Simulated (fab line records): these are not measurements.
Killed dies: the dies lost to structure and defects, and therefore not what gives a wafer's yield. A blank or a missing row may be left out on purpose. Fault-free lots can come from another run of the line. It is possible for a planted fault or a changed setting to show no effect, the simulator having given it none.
Problem report, 8D (eight disciplines) form, completed by code :: flow sky130 :: the parts of the form that need people (team, actions taken, sign-off) are left out

## 1. WHAT WENT WRONG
Wafers free of any fault read 1624 nm (standard deviation 19) for VIA3_HDPCVD_THK at SKY_VIA3_THK_MEAS_01, against a mean of 1324 nm on 2 wafers of 2 lots. Relative to the usual mean, that is a shift of -16 standard deviations.
Earliest sighting: wafer L630.1 on film-metro-04 at day 42 11:50. At this step, 36 wafers from 12 lots have a number in the record. The rule behind "out" and "out of limits": a value lying over 4 standard deviations away from the usual mean. The rest of the wafers with a number are treated as sound.

## 2. WHAT IT IS; WHAT IT IS NOT
question: which readings at this step
is: VIA3_HDPCVD_THK
is not: -

question: which lots
is: L630, L632
is not: L619, L620, L621, L622, L629, L634, L635, L636, L637, L641

question: which wafers of those lots
is: L630.1, L632.6
is not: L630.3, L630.5, L632.3, L632.4

question: read on which gauges
is: film-metro-03, film-metro-04
is not: film-metro-02

question: when
is: from day 42 11:50
is not: up to then (17 sound wafers); but 17 sound wafers of L632, L634, L635, L636, L637, L641 came after

## 3. WHAT RULES OUT EACH SUSPECT
Counting: any tool at a process step up to the reading remains a suspect provided it ran every lot that is out. Sound lots after the first of them don't rule it out here, since some wafers of a struck lot are sound.
- the gauge at SKY_VIA3_THK_MEAS_01 is ruled out. 2 gauges (film-metro-03, film-metro-04) read the wafers that are out.
- hdpcvd-01 at SKY_VIA3_HDPCVD_00 (deposits SiO2, target thk 1635 nm, time 272.5 s): kept. Ran every lot that is out, first one L630 (day 42 11:40); last sound lot up to then L629 (day 42 02:13). Out on those wafers are its own readings of run-length-s.
Left after counting: hdpcvd-01 at SKY_VIA3_HDPCVD_00.

## 4. THE CAUSE (what the simulator had put in)
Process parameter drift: hdpcvd-01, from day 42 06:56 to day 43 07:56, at SKY_VIA3_HDPCVD_00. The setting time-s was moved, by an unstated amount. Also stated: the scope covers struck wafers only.
The count eliminated every tool but this one.

## 5. THE CHAIN OF EFFECTS, in route order
Rows list readings where the struck wafers' mean (over those with a number) sits beyond 3 standard deviations from the usual. Scope: only readings with a usual standard deviation given in the record; hours: median across lots of the time from each lot's start at the first step in this table that gives one to its start at this step; sigmas: change in usual standard deviations.
hours: 0
step: SKY_VIA3_HDPCVD_00
reading: run-length-s
usual: 300.3 s
on struck wafers: 246.6
change: -53.7
sigmas: -99 or more

hours: 0
step: SKY_VIA3_THK_MEAS_01
reading: VIA3_HDPCVD_THK
usual: 1624 nm
on struck wafers: 1324
change: -300
sigmas: -16
It contains these process steps:
- SKY_VIA3_HDPCVD_00: deposits SiO2, target thk 1635 nm, time 272.5 s.

## 6. HOW IT WOULD HAVE BEEN CAUGHT EARLIER
5 hours passed between the start of the fault at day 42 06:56 and the first reading out of limits at a measuring or inspecting step in this record, taken at day 42 11:50.
The tool's own readings at SKY_VIA3_HDPCVD_00 were out on every struck wafer that the step has a row for (run-length-s): an alarm limit on them would have fired on the first of those.
Among the 2 lots that are out, L632 began SKY_VIA3_HDPCVD_00 on hdpcvd-01 after day 42 11:50. Holding the tool at that time would have saved it.
